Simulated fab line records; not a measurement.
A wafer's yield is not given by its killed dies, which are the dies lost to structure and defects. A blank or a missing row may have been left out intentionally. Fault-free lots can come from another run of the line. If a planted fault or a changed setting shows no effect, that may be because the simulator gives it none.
2 desks looking at one fault ; flow gf180mcu ; each desk holds nothing but its own numbers, with what lay behind them at the end

METROLOGY DESK
What the gauges read, lot by lot, whatever tool the lot ran on: means of the sampled wafers that have a number. Any lot whose mean is over 4 standard deviations away from the usual mean is out of limits and marked OUT; that distance is given in the brackets.
Columns: A = cdNm at GF_HV_LDD_CD_MEAS_31, usual 399.7 nm; B = SALICIDE_TIN_RS at GF_SALICIDE_RS_MEAS_04, usual 16.36 ohm/sq; C = V1_BOW at GF_V1_BOW_MEAS_05, usual 82 um
lot;first seen here;A;B;C
L265;day 11 20:44;395.9;16.19;77
L267;day 12 05:07;400.0;16.55;84
L269;day 13 06:07;397.1;16.30;72
L270;day 13 10:46;403.5;16.01;80
L272;day 14 09:10;397.5;16.53;86
L273;day 14 16:22;397.7;16.18;74
L274;day 14 21:32;399.8;16.38;83
L276;day 15 13:39;400.4;16.33;72
L277;day 15 19:13;399.4;16.20;80
L278;day 15 21:56;400.5;15.91;86
L280;day 16 12:19;400.9;16.31;91
L279;day 16 14:06;402.8;16.51;89
L284;day 17 11:47;397.2;18.08 (+6.1) OUT;87
L285;day 17 21:04;403.1;17.88 (+5.4) OUT;85
Finding of this desk: L284, L285 out of limits, first seen on L284 at day 21 15:13 (SALICIDE_TIN_RS at GF_SALICIDE_RS_MEAS_04). Within limits: L265, L267, L269, L270, L272, L273, L274, L276, L277, L278, L280, L279.

AT THE TOOL OWNER'S DESK: pvdSputter-03
The tool's own readings at GF_SALICIDE_SPUTTER_02 (material Co, target thk 10 nm, time 20 s): means of the sampled wafers that have a number, for each lot that ran on this tool. Any lot whose mean is over 4 standard deviations away from the usual mean is out of limits and marked OUT; that distance is given in the brackets.
Columns: A = throttleValvePct at GF_SALICIDE_SPUTTER_02, usual 29.8 %
lot;first seen here;A
L269;day 16 23:53;31.6
L273;day 18 14:37;28.9
L276;day 19 13:20;29.5
L277;day 19 19:17;30.3
L284;day 21 15:10;30.2
L285;day 22 02:43;30.4
This desk's finding: nothing out of limits on any of the 6 lots.

TAKEN TOGETHER
At day 21 15:13 the metrology desk could have sounded an alarm, on L284, L285.
The tool owner's desk saw nothing out of limits.
Tool owner's desk: L284, L285 on record, inside its limits.
Of the lots named, all ran GF_SALICIDE_SPUTTER_02 on pvdSputter-03.

WHAT WAS PUT IN BY THE SIMULATOR
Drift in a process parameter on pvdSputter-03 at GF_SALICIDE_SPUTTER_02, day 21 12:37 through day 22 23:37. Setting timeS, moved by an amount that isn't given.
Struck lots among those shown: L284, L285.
Time in hours between the start of the fault and the first out-of-limits reading at each desk: metrology desk, 3.
